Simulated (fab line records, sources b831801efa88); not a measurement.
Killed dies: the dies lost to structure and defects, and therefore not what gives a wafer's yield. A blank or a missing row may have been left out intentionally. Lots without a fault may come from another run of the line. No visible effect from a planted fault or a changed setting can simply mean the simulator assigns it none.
fab line records	flow sky130
record lots=13	wafers=39	lastDay=50
route steps=708 shown VT_ADJUST_NCORE@126 VT_ADJUST_HVTR@138 SONOS_TUNNEL@162 GATE_OXIDE@198 PAD_OPEN@708
lots that met no fault: taken from a fault-free run of the same line
startH: hours from the record's opening day to when the first of the lot's shown wafers began	waitH: hours since the lot's step before	" identical to the entry in the row above	L1.1+2: a row that stands for several wafers	- either no value or no given start	* or withheld: withheld	< > ~ a bound
route shown NAME@n: a module of which the file shows steps, and the number in the route of the first	usual: average and standard deviation across the fault-free wafers	same: alike in all rows	chamber/n: place in a boat	sites: each site's reading	_std_site: the standard deviation of these	_edge_site: outer sites' mean less inner sites'	radiusMm: how far each site lies from the wafer's centre	mask NAME#n: copy n	behind: tool/chamber where the wafer was last shaped	hold: what put the lot on hold/how long, in hours/how the hold closed	device: names the non-switching transistor (n, p or np)	end of line: the same wafers' tests at the end of the route	for a step that has no rows: nothing shown but its recipe	killed: the dies lost at the first sort to structure and to defects; this is not the yield of the wafer	map: a wafer's dies, marking killed ones x, the rest . and places with no die _
set.NAME: setting as actually run; set.NAME@STEP: the setting as run at that earlier step	model.NAME: the simulator's own value behind a step, which no gauge read
the route's steps for a sample of lots (tables are steps, rows are wafers)
services: from which hour (startH, from the record's first day; less than 0 if before it) a tool's chamber was out of use, for how many hours, and why
## steps
# step SKY_VT_ADJUST_NCORE_CD_MEAS_07
# recipe targetCdNm=380
# usual cdNm=380.3/2.7
lot.wafer	tool	chamber	startH	waitH	cdNm
L131.3	cdSem-02	-	182.36	0.1	378.3
L131.4	"	-	"	"	379.2
L131.6	"	-	"	"	379.2
L132.2	cdSem-02	-	185.69	0.1	381.3
L132.4	"	-	"	"	380.0
L132.6	"	-	"	"	378.5
L133.1	cdSem-01	-	194.50	0.1	387.7
L133.2	"	-	"	"	384.4
L133.6	"	-	"	"	386.7
L134.1	cdSem-01	-	200.40	0.1	380.7
L134.2	"	-	"	"	378.4
L134.4	"	-	"	"	378.8
L135.2	cdSem-02	-	206.68	0.2	381.2
L135.4	"	-	"	"	378.3
L135.5	"	-	"	"	381.4
L136.1	cdSem-02	-	215.75	0.1	385.9
L136.3	"	-	"	"	387.7
L136.5	"	-	"	"	385.4
L140.1	cdSem-01	-	246.92	0.1	383.4
L140.5	"	-	"	"	380.8
L140.6	"	-	"	"	382.2
L146.2	cdSem-02	-	286.31	0.1	377.4
L146.3	"	-	"	"	377.8
L146.6	"	-	"	"	379.5
L147.2	cdSem-01	-	296.59	0.1	379.0
L147.3	"	-	"	"	377.4
L147.5	"	-	"	"	377.4
L148.2	cdSem-02	-	301.86	0.1	382.8
L148.3	"	-	"	"	379.7
L148.5	"	-	"	"	381.7
L150.1	cdSem-01	-	316.84	0.1	381.0
L150.3	"	-	"	"	381.7
L150.6	"	-	"	"	381.4
L151.3	cdSem-01	-	329.74	0.1	379.3
L151.4	"	-	"	"	381.2
L151.6	"	-	"	"	379.5
L153.3	cdSem-01	-	346.23	0.1	375.5
L153.5	"	-	"	"	377.0
L153.6	"	-	"	"	378.3
# step SKY_VT_ADJUST_HVTR_CD_MEAS_07
# recipe targetCdNm=380
# usual cdNm=380.7/2.1
lot.wafer	tool	chamber	startH	waitH	cdNm
L131.3	cdSem-01	-	203.34	0.1	379.4
L131.4	"	-	"	"	378.1
L131.6	"	-	"	"	378.1
L132.2	cdSem-01	-	207.22	0.1	378.8
L132.4	"	-	"	"	379.0
L132.6	"	-	"	"	377.9
L133.1	cdSem-02	-	216.65	0.1	379.5
L133.2	"	-	"	"	379.7
L133.6	"	-	"	"	378.8
L134.1	cdSem-02	-	222.95	0.1	379.5
L134.2	"	-	"	"	379.6
L134.4	"	-	"	"	379.7
L135.2	cdSem-02	-	228.77	0.1	381.5
L135.4	"	-	"	"	385.8
L135.5	"	-	"	"	384.5
L136.1	cdSem-02	-	238.89	0.1	383.9
L136.3	"	-	"	"	383.2
L136.5	"	-	"	"	382.2
L140.1	cdSem-02	-	270.90	0.1	383.4
L140.5	"	-	"	"	384.7
L140.6	"	-	"	"	384.0
L146.2	cdSem-01	-	312.01	0.1	383.2
L146.3	"	-	"	"	381.8
L146.6	"	-	"	"	383.9
L147.2	cdSem-02	-	322.71	0.1	381.6
L147.3	"	-	"	"	381.2
L147.5	"	-	"	"	381.5
L148.2	cdSem-02	-	327.96	0.1	379.4
L148.3	"	-	"	"	381.9
L148.5	"	-	"	"	380.1
L150.1	cdSem-01	-	343.59	0.1	378.7
L150.3	"	-	"	"	376.7
L150.6	"	-	"	"	377.8
L151.3	cdSem-02	-	357.48	0.1	379.8
L151.4	"	-	"	"	379.4
L151.6	"	-	"	"	380.6
L153.3	cdSem-01	-	374.94	0.1	381.3
L153.5	"	-	"	"	380.7
L153.6	"	-	"	"	381.9
# step SKY_SONOS_TUNNEL_OVL_MEAS_08
# usual SONOS_TUNNEL_OVL=0.2/1.5
lot.wafer	tool	chamber	startH	waitH	SONOS_TUNNEL_OVL[nm]
L131.3	overlay-01	-	249.53	0.1	1.9
L131.4	"	-	"	"	2.9
L131.6	"	-	"	"	2.2
L132.2	overlay-01	-	253.76	0.1	2.4
L132.4	"	-	"	"	2.3
L132.6	"	-	"	"	3.5
L133.1	overlay-01	-	263.66	0.1	-1.0
L133.2	"	-	"	"	-0.5
L133.6	"	-	"	"	0.2
L134.1	overlay-02	-	270.24	0.1	-0.4
L134.2	"	-	"	"	0.0
L134.4	"	-	"	"	-0.7
L135.2	overlay-01	-	276.87	0.1	0.2
L135.4	"	-	"	"	0.2
L135.5	"	-	"	"	-0.4
L136.1	overlay-01	-	287.89	0.1	-1.3
L136.3	"	-	"	"	2.0
L136.5	"	-	"	"	2.5
L140.1	overlay-02	-	322.66	0.1	-0.7
L140.5	"	-	"	"	-0.7
L140.6	"	-	"	"	-0.6
L146.2	overlay-02	-	367.10	0.1	-2.1
L146.3	"	-	"	"	-2.2
L146.6	"	-	"	"	-3.2
L147.2	overlay-01	-	378.61	0.1	-1.1
L147.3	"	-	"	"	-0.9
L147.5	"	-	"	"	-0.5
L148.2	overlay-01	-	383.70	0.1	2.2
L148.3	"	-	"	"	2.5
L148.5	"	-	"	"	3.3
L150.1	overlay-02	-	401.21	0.1	-0.3
L150.3	"	-	"	"	-0.2
L150.6	"	-	"	"	-1.9
L151.3	overlay-02	-	415.97	0.1	0.0
L151.4	"	-	"	"	1.1
L151.6	"	-	"	"	0.5
L153.3	overlay-01	-	434.40	0.1	-0.4
L153.5	"	-	"	"	0.4
L153.6	"	-	"	"	0.0
# step SKY_GATE_OXIDE_IMPLANT_11
# recipe species=B	energyKev=10	doseCm2=2.6e+12	tiltDeg=withheld
# usual faradayCurrentUA=14.66/0.28
# same implantIonAmu=11
lot.wafer	tool	chamber	startH	waitH	faradayCurrentUA
L131.3	implanter-02	0	304.34	0.1	15.04
L131.4	"	0	"	"	14.56
L131.6	"	0	"	"	14.99
L132.2	implanter-02	0	310.30	0.0	14.68
L132.4	"	0	"	"	14.80
L132.6	"	0	"	"	15.18
L133.1	implanter-01	0	322.04	0.0	14.76
L133.2	"	0	"	"	14.00
L133.6	"	0	"	"	14.69
L134.1	implanter-03	0	331.27	0.0	14.59
L134.2	"	0	"	"	14.61
L134.4	"	0	"	"	14.75
L135.2	implanter-03	0	336.91	0.0	14.48
L135.4	"	0	"	"	14.49
L135.5	"	0	"	"	14.47
L136.1	implanter-02	0	346.82	0.0	15.04
L136.3	"	0	"	"	14.53
L136.5	"	0	"	"	14.63
L136.1	implanter-02	0	347.14	0.3	14.78
L136.3	"	0	"	"	15.01
L136.5	"	0	"	"	14.21
L140.1	implanter-01	0	383.94	0.0	14.33
L140.5	"	0	"	"	14.75
L140.6	"	0	"	"	14.74
L140.1	implanter-01	0	384.26	0.3	14.71
L140.5	"	0	"	"	14.50
L140.6	"	0	"	"	14.76
L146.2	implanter-02	0	441.70	0.0	14.10
L146.3	"	0	"	"	14.87
L146.6	"	0	"	"	14.91
L147.2	implanter-02	0	448.90	0.0	15.28
L147.3	"	0	"	"	14.58
L147.5	"	0	"	"	14.77
L148.2	implanter-01	0	452.20	0.0	15.00
L148.3	"	0	"	"	14.49
L148.5	"	0	"	"	14.50
L150.1	implanter-02	0	480.53	0.0	14.46
L150.3	"	0	"	"	14.45
L150.6	"	0	"	"	14.13
L151.3	implanter-03	0	487.32	0.1	14.66
L151.4	"	0	"	"	14.80
L151.6	"	0	"	"	15.02
L153.3	implanter-01	0	504.78	0.1	14.32
L153.5	"	0	"	"	14.65
L153.6	"	0	"	"	14.78
# step SKY_GATE_OXIDE_TW_MEAS_14
# usual GATE_OXIDE_TW=225.1/1.8
lot.wafer	tool	chamber	startH	waitH	GATE_OXIDE_TW
L131.3	filmMetro-03	-	304.66	0.1	220.4
L131.4	"	-	"	"	220.5
L131.6	"	-	"	"	220.3
L132.2	filmMetro-04	-	310.63	0.1	225.9
L132.4	"	-	"	"	226.3
L132.6	"	-	"	"	226.7
L133.1	filmMetro-02	-	322.39	0.1	224.3
L133.2	"	-	"	"	223.6
L133.6	"	-	"	"	223.8
L134.1	filmMetro-04	-	331.62	0.1	227.3
L134.2	"	-	"	"	226.9
L134.4	"	-	"	"	227.8
L135.2	filmMetro-04	-	337.25	0.1	226.8
L135.4	"	-	"	"	225.6
L135.5	"	-	"	"	226.9
L136.1	filmMetro-04	-	347.73	0.2	277.1
L136.3	"	-	"	"	276.5
L136.5	"	-	"	"	277.6
L136.1	filmMetro-04	-	347.96	0.2	276.5
L136.3	"	-	"	"	275.9
L136.5	"	-	"	"	277.4
L140.1	filmMetro-02	-	384.70	0.1	274.7
L140.5	"	-	"	"	275.4
L140.6	"	-	"	"	274.1
L140.1	filmMetro-02	-	384.93	0.2	275.1
L140.5	"	-	"	"	273.3
L140.6	"	-	"	"	275.6
L146.2	filmMetro-04	-	442.04	0.1	227.0
L146.3	"	-	"	"	226.4
L146.6	"	-	"	"	225.6
L147.2	filmMetro-03	-	449.25	0.1	223.7
L147.3	"	-	"	"	223.5
L147.5	"	-	"	"	221.6
L148.2	filmMetro-03	-	452.53	0.1	223.6
L148.3	"	-	"	"	223.6
L148.5	"	-	"	"	223.6
L150.1	filmMetro-03	-	480.88	0.1	225.6
L150.3	"	-	"	"	224.2
L150.6	"	-	"	"	225.2
L151.3	filmMetro-02	-	487.64	0.1	225.2
L151.4	"	-	"	"	223.7
L151.6	"	-	"	"	225.8
L153.3	filmMetro-02	-	505.10	0.1	224.9
L153.5	"	-	"	"	223.0
L153.6	"	-	"	"	223.9
# step SKY_PAD_OPEN_PROBE_99
# usual killed_at_M0_to_M3=45/7.9	killed_at_M4_up=2.9/1.8	killedAtContacts=25/5.5	killedAtFrontEnd=16/4.4	killedAtOther=0.3/0.58	killedDies=89/9.4	killedOpen=49/6.8	killedShort=40/6.3
# same grossDies=492	killedAtBackSide=0
lot.wafer	tool	chamber	startH	waitH	killed_at_M0_to_M3	killed_at_M4_up	killedAtContacts	killedAtFrontEnd	killedAtOther	killedDies	killedOpen	killedShort
L131.3	prober-02	-	1067.15	0.2	54	2	21	16	0	93	49	44
L131.4	prober-02	-	1067.20	0.2	54	5	14	23	0	96	60	36
L131.6	prober-02	-	1067.30	0.2	42	2	20	15	0	79	43	35
L132.2	prober-02	-	1074.52	0.1	32	3	19	25	0	79	35	44
L132.4	prober-02	-	1074.62	0.2	53	2	17	12	0	84	50	34
L132.6	prober-02	-	1074.72	0.2	57	4	21	15	0	97	52	45
L133.1	prober-01	-	1097.59	0.1	42	2	20	9	0	73	35	36
L133.2	prober-01	-	1097.64	0.1	48	3	27	19	0	97	46	50
L133.6	prober-01	-	1097.84	0.2	50	3	28	14	0	95	48	47
L135.2	prober-02	-	1100.01	0.1	44	1	24	18	0	87	56	31
L135.4	prober-02	-	1100.11	0.2	53	4	25	16	2	100	53	46
L135.5	prober-02	-	1100.16	0.2	39	3	33	12	2	89	49	39
L134.1	prober-01	-	1101.36	0.1	61	6	19	10	1	97	55	42
L134.2	prober-01	-	1101.41	0.1	35	3	22	26	0	86	53	33
L134.4	prober-01	-	1101.51	0.2	50	1	23	16	1	91	53	38
L136.1	prober-02	-	1102.87	0.1	33	2	22	13	0	70	40	30
L136.3	prober-02	-	1102.97	0.2	38	3	17	19	1	78	39	39
L136.5	prober-02	-	1103.07	0.2	39	2	13	23	0	77	36	41
L140.1	prober-02	-	1128.44	0.1	52	10	25	15	0	102	39	61
L140.5	prober-02	-	1128.64	0.2	43	2	26	15	0	86	39	46
L140.6	prober-02	-	1128.69	0.2	51	1	19	8	0	79	39	40
L146.2	prober-01	-	1159.06	0.1	53	1	20	13	1	88	50	37
L146.3	prober-01	-	1159.11	0.2	50	0	25	13	2	90	49	41
L146.6	prober-01	-	1159.26	0.2	50	3	25	14	0	92	49	43
L147.2	prober-02	-	1166.84	0.1	39	6	11	21	0	77	43	34
L147.3	prober-02	-	1166.89	0.2	40	2	28	26	0	96	56	40
L147.5	prober-02	-	1166.99	0.2	51	5	24	16	0	96	46	48
L148.2	prober-01	-	1174.93	0.1	40	5	24	18	0	87	46	40
L148.3	prober-01	-	1174.98	0.2	38	2	31	9	1	81	44	36
L148.5	prober-01	-	1175.08	0.2	48	1	24	17	0	90	57	33
L150.1	prober-01	-	1184.41	0.1	54	5	18	20	1	98	49	49
L150.3	prober-01	-	1184.51	0.2	52	3	21	21	1	98	48	49
L150.6	prober-01	-	1184.66	0.2	52	2	13	12	0	79	44	35
L151.3	prober-01	-	1186.34	0.2	53	2	36	20	1	112	56	55
L151.4	prober-01	-	1186.39	0.2	37	1	30	18	0	86	51	34
L151.6	prober-01	-	1186.49	0.2	59	2	17	11	0	89	51	38
L153.3	prober-02	-	1210.93	0.2	40	1	27	13	0	81	39	42
L153.5	prober-02	-	1211.03	0.2	47	1	33	21	2	104	62	40
L153.6	prober-02	-	1211.08	0.2	41	2	29	13	1	86	40	45
# killed by level:class
L131.3 VIA1:geometricParticle:short=10 VIA1:geometricParticle:open=10 LI_CONTACT:geometricParticle:open=7 VIA3:geometricParticle:open=7 METAL1:geometricParticle:short=6 METAL2:geometricParticle:short=6 CONTACT:geometricParticle:open=6 VIA3:geometricParticle:short=5
L131.4 VIA1:geometricParticle:open=18 VIA2:geometricParticle:open=8 FIELD_ISO:geometricParticle:open=6 LI_CONTACT:geometricParticle:open=6 VIA3:geometricParticle:short=6 VIA1:geometricParticle:short=5 METAL2:geometricParticle:short=5 POLY_GATE:geometricParticle:short=4
L131.6 VIA1:geometricParticle:open=13 CONTACT:geometricParticle:open=7 VIA3:geometricParticle:short=6 LOCAL_INTERCONNECT:geometricParticle:short=6 METAL2:geometricParticle:short=6 VIA3:geometricParticle:open=5 FIELD_ISO:geometricParticle:open=4 VIA2:geometricParticle:open=4
L132.2 LI_CONTACT:geometricParticle:short=6 METAL2:geometricParticle:short=6 METAL3:geometricParticle:short=6 POLY_GATE:geometricParticle:open=5 SPACER:geometricParticle:short=5 VIA1:geometricParticle:open=5 FIELD_ISO:geometricParticle:short=4 LI_CONTACT:geometricParticle:open=4
L132.4 VIA1:geometricParticle:open=11 VIA2:geometricParticle:open=11 CONTACT:geometricParticle:open=9 METAL1:geometricParticle:short=7 VIA1:geometricParticle:short=7 FIELD_ISO:geometricParticle:open=5 CONTACT:geometricParticle:short=5 VIA2:geometricParticle:short=5
L132.6 VIA3:geometricParticle:open=14 VIA1:geometricParticle:open=10 LI_CONTACT:geometricParticle:open=9 VIA3:geometricParticle:short=9 METAL1:geometricParticle:short=7 VIA1:geometricParticle:short=6 FIELD_ISO:geometricParticle:open=5 CONTACT:geometricParticle:open=5
L133.1 VIA1:geometricParticle:open=11 METAL2:geometricParticle:short=8 CONTACT:geometricParticle:short=6 VIA2:geometricParticle:open=6 VIA1:geometricParticle:short=5 LI_CONTACT:geometricParticle:open=4 CONTACT:geometricParticle:open=4 LOCAL_INTERCONNECT:geometricParticle:short=3
L133.2 VIA1:geometricParticle:open=10 METAL1:geometricParticle:short=9 FIELD_ISO:geometricParticle:short=7 LI_CONTACT:geometricParticle:open=7 CONTACT:geometricParticle:open=7 VIA2:geometricParticle:open=7 LOCAL_INTERCONNECT:geometricParticle:short=5 CONTACT:geometricParticle:short=5
L133.6 CONTACT:geometricParticle:open=11 VIA1:geometricParticle:short=10 VIA1:geometricParticle:open=9 VIA3:geometricParticle:short=8 LI_CONTACT:geometricParticle:open=6 VIA3:geometricParticle:open=6 METAL2:geometricParticle:short=6 POLY_GATE:geometricParticle:open=5
L135.2 CONTACT:geometricParticle:open=16 VIA2:geometricParticle:open=13 VIA1:geometricParticle:open=8 METAL2:geometricParticle:short=7 FIELD_ISO:geometricParticle:open=6 POLY_GATE:geometricParticle:open=4 VIA1:geometricParticle:short=4 FIELD_ISO:geometricParticle:short=3
L135.4 VIA2:geometricParticle:open=12 CONTACT:geometricParticle:open=8 VIA1:geometricParticle:short=7 VIA3:geometricParticle:open=7 LOCAL_INTERCONNECT:geometricParticle:short=6 METAL1:geometricParticle:short=6 VIA1:geometricParticle:open=6 FIELD_ISO:geometricParticle:short=4
L135.5 CONTACT:geometricParticle:open=12 VIA1:geometricParticle:open=9 VIA3:geometricParticle:open=6 LI_CONTACT:geometricParticle:open=6 FIELD_ISO:geometricParticle:open=5 LOCAL_INTERCONNECT:geometricParticle:short=5 CONTACT:geometricParticle:short=5 VIA1:geometricParticle:short=5
L134.1 VIA1:geometricParticle:open=14 VIA3:geometricParticle:open=12 VIA1:geometricParticle:short=8 LI_CONTACT:geometricParticle:open=7 METAL1:geometricParticle:short=6 METAL2:geometricParticle:short=6 VIA2:geometricParticle:open=6 LI_CONTACT:geometricParticle:short=4
L134.2 POLY_GATE:geometricParticle:open=9 VIA2:geometricParticle:open=8 CONTACT:geometricParticle:open=7 VIA1:geometricParticle:open=6 LI_CONTACT:geometricParticle:open=6 METAL1:geometricParticle:short=5 FIELD_ISO:geometricParticle:short=4 POLY_GATE:geometricParticle:short=4
L134.4 METAL1:geometricParticle:short=10 CONTACT:geometricParticle:open=10 POLY_GATE:geometricParticle:open=8 VIA1:geometricParticle:open=8 VIA2:geometricParticle:open=7 LI_CONTACT:geometricParticle:open=6 VIA3:geometricParticle:open=6 METAL1:geometricParticle:open=4
L136.1 LI_CONTACT:geometricParticle:open=7 VIA1:geometricParticle:open=7 CONTACT:geometricParticle:short=5 METAL2:geometricParticle:short=5 VIA2:geometricParticle:open=5 VIA3:geometricParticle:open=5 FIELD_ISO:geometricParticle:open=4 LOCAL_INTERCONNECT:geometricParticle:open=4
L136.3 METAL2:geometricParticle:short=8 FIELD_ISO:geometricParticle:short=6 CONTACT:geometricParticle:open=6 LI_CONTACT:geometricParticle:open=5 VIA2:geometricParticle:open=5 METAL1:geometricParticle:short=5 VIA1:geometricParticle:open=5 VIA3:geometricParticle:open=4
L136.5 VIA1:geometricParticle:open=8 FIELD_ISO:geometricParticle:open=7 METAL2:geometricParticle:short=7 FIELD_ISO:geometricParticle:short=6 CONTACT:geometricParticle:open=6 VIA1:geometricParticle:short=6 VIA2:geometricParticle:short=5 POLY_GATE:geometricParticle:open=4
L140.1 METAL2:geometricParticle:short=13 METAL4:geometricParticle:short=8 CONTACT:geometricParticle:open=8 VIA1:geometricParticle:open=8 LOCAL_INTERCONNECT:geometricParticle:short=7 METAL3:geometricParticle:short=7 FIELD_ISO:geometricParticle:open=5 METAL1:geometricParticle:short=5
L140.5 METAL2:geometricParticle:short=9 LI_CONTACT:geometricParticle:open=7 VIA3:geometricParticle:open=7 METAL3:geometricParticle:short=6 CONTACT:geometricParticle:short=6 CONTACT:geometricParticle:open=6 VIA2:geometricParticle:open=5 FIELD_ISO:geometricParticle:open=4
L140.6 VIA2:geometricParticle:open=14 CONTACT:geometricParticle:open=7 METAL1:geometricParticle:short=7 VIA1:geometricParticle:open=6 FIELD_ISO:geometricParticle:short=5 VIA1:geometricParticle:short=5 LOCAL_INTERCONNECT:geometricParticle:short=4 VIA3:geometricParticle:open=4
L146.2 VIA1:geometricParticle:open=12 VIA3:geometricParticle:open=9 METAL1:geometricParticle:short=8 CONTACT:geometricParticle:open=8 LI_CONTACT:geometricParticle:open=7 VIA1:geometricParticle:short=6 VIA2:geometricParticle:open=5 VIA3:geometricParticle:short=5
L146.3 CONTACT:geometricParticle:open=10 VIA1:geometricParticle:open=9 VIA1:geometricParticle:short=8 VIA2:geometricParticle:open=7 CONTACT:geometricParticle:short=5 METAL1:geometricParticle:short=5 VIA3:geometricParticle:short=5 VIA3:geometricParticle:open=5
L146.6 VIA1:geometricParticle:open=12 CONTACT:geometricParticle:open=11 VIA2:geometricParticle:open=7 METAL1:geometricParticle:short=7 LI_CONTACT:geometricParticle:open=6 VIA1:geometricParticle:short=6 METAL2:geometricParticle:short=6 VIA2:geometricParticle:short=6
L147.2 FIELD_ISO:geometricParticle:open=10 VIA1:geometricParticle:open=8 VIA2:geometricParticle:open=7 LI_CONTACT:geometricParticle:open=6 METAL1:geometricParticle:short=6 FIELD_ISO:geometricParticle:short=4 VIA2:geometricParticle:short=4 METAL4:geometricParticle:short=4
L147.3 CONTACT:geometricParticle:open=10 VIA1:geometricParticle:open=8 FIELD_ISO:geometricParticle:open=7 METAL2:geometricParticle:short=7 FIELD_ISO:geometricParticle:short=6 LI_CONTACT:geometricParticle:open=6 LOCAL_INTERCONNECT:geometricParticle:short=6 VIA2:geometricParticle:open=6
L147.5 LI_CONTACT:geometricParticle:open=9 METAL2:geometricParticle:short=8 VIA3:geometricParticle:open=7 VIA2:geometricParticle:open=7 FIELD_ISO:geometricParticle:short=6 VIA1:geometricParticle:open=6 LOCAL_INTERCONNECT:geometricParticle:short=5 CONTACT:geometricParticle:open=5
L148.2 VIA1:geometricParticle:open=9 VIA2:geometricParticle:open=7 LI_CONTACT:geometricParticle:open=6 FIELD_ISO:geometricParticle:open=5 FIELD_ISO:geometricParticle:short=5 LOCAL_INTERCONNECT:geometricParticle:short=5 METAL1:geometricParticle:short=5 METAL2:geometricParticle:short=5
L148.3 CONTACT:geometricParticle:open=13 VIA3:geometricParticle:open=8 METAL1:geometricParticle:short=7 LI_CONTACT:geometricParticle:open=6 CONTACT:geometricParticle:short=5 VIA1:geometricParticle:open=5 VIA1:geometricParticle:short=4 VIA2:geometricParticle:open=4
L148.5 VIA1:geometricParticle:open=14 CONTACT:geometricParticle:open=11 FIELD_ISO:geometricParticle:open=7 LI_CONTACT:geometricParticle:open=7 VIA2:geometricParticle:open=6 METAL1:geometricParticle:short=5 VIA1:geometricParticle:short=5 METAL2:geometricParticle:short=4
L150.1 METAL1:geometricParticle:short=10 VIA2:geometricParticle:open=9 VIA1:geometricParticle:open=9 FIELD_ISO:geometricParticle:open=7 LI_CONTACT:geometricParticle:open=6 CONTACT:geometricParticle:open=6 VIA2:geometricParticle:short=6 VIA3:geometricParticle:short=6
L150.3 VIA1:geometricParticle:open=14 VIA2:geometricParticle:open=9 FIELD_ISO:geometricParticle:short=7 METAL1:geometricParticle:short=7 FIELD_ISO:geometricParticle:open=5 VIA3:geometricParticle:open=5 LI_CONTACT:geometricParticle:open=5 LI_CONTACT:geometricParticle:short=5
L150.6 VIA1:geometricParticle:open=16 FIELD_ISO:geometricParticle:open=7 LI_CONTACT:geometricParticle:open=6 VIA3:geometricParticle:open=5 METAL1:geometricParticle:short=5 VIA1:geometricParticle:short=5 FIELD_ISO:geometricParticle:short=4 VIA3:geometricParticle:short=4
L151.3 CONTACT:geometricParticle:open=14 METAL1:geometricParticle:short=11 VIA1:geometricParticle:open=11 CONTACT:geometricParticle:short=8 LI_CONTACT:geometricParticle:open=7 VIA2:geometricParticle:open=7 FIELD_ISO:geometricParticle:short=5 LOCAL_INTERCONNECT:geometricParticle:short=5
L151.4 LI_CONTACT:geometricParticle:open=11 CONTACT:geometricParticle:open=9 VIA1:geometricParticle:open=8 VIA2:geometricParticle:open=7 POLY_GATE:geometricParticle:open=6 VIA3:geometricParticle:open=6 METAL1:geometricParticle:short=5 CONTACT:geometricParticle:short=4
L151.6 VIA1:geometricParticle:open=12 VIA2:geometricParticle:open=10 METAL1:geometricParticle:short=9 VIA3:geometricParticle:open=9 CONTACT:geometricParticle:open=6 VIA2:geometricParticle:short=5 FIELD_ISO:geometricParticle:open=4 LI_CONTACT:geometricParticle:open=4
L153.3 CONTACT:geometricParticle:short=10 VIA1:geometricParticle:open=9 CONTACT:geometricParticle:open=8 METAL1:geometricParticle:short=5 VIA3:geometricParticle:open=5 VIA2:geometricParticle:open=5 POLY_GATE:geometricParticle:open=4 LOCAL_INTERCONNECT:geometricParticle:short=4
L153.5 LI_CONTACT:geometricParticle:open=14 VIA3:geometricParticle:open=10 VIA1:geometricParticle:open=10 CONTACT:geometricParticle:open=9 VIA3:geometricParticle:short=7 VIA1:geometricParticle:short=7 FIELD_ISO:geometricParticle:short=6 CONTACT:geometricParticle:short=5
L153.6 CONTACT:geometricParticle:open=11 METAL1:geometricParticle:short=7 VIA1:geometricParticle:open=7 CONTACT:geometricParticle:short=6 VIA3:geometricParticle:open=6 METAL3:geometricParticle:short=6 LOCAL_INTERCONNECT:geometricParticle:short=5 POLY_GATE:geometricParticle:short=4
## services
tool	chamber	startH	hours	kind
implanter-02	-	289.32	6.4	repair
implanter-02	-	305.97	0.5	repair
implanter-02	-	332.93	4.2	pm
implanter-02	-	380.19	0.7	repair
implanter-02	-	380.60	4.1	repair
implanter-02	-	390.34	3.7	pm
implanter-03	-	409.46	4.0	pm
implanter-01	-	444.01	6.0	pm
implanter-02	-	468.57	0.7	repair
implanter-02	-	471.49	1.8	repair
implanter-02	-	477.86	2.5	repair
implanter-02	-	484.50	8.6	pm
implanter-03	-	493.01	23.5	repair
## key
firstSign step=SKY_GATE_OXIDE_IMPLANT_11	reading=visit	direction=added
effect step=SKY_GATE_OXIDE_TW_MEAS_14	reading=visit	direction=added
effect step=SKY_GATE_OXIDE_TW_MEAS_14	reading=GATE_OXIDE_TW	direction=up	sigmas=29	usual=225.1	struck=275.9
metAt SKY_GATE_OXIDE_IMPLANT_11
struckLots L136,L140
testerLeftOut L136,L140
notActingAt SKY_VT_ADJUST_NCORE_CD_MEAS_07,SKY_VT_ADJUST_HVTR_CD_MEAS_07,SKY_SONOS_TUNNEL_OVL_MEAS_08
fault kind=repeatedStepWhole	tool=implanter-01,implanter-02,implanter-03	chamber=-	onsetH=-	steps=SKY_GATE_OXIDE_IMPLANT_11	times=1	scope=struckLotsOnly
# testerLeftOut: of these lots the tester's yield and bins aren't shown, on N5 and GAA mostly nor the transistor test; their killed dies are dies lost to structure and defects alone, not to doping, threshold or leakage, so they don't give the yield
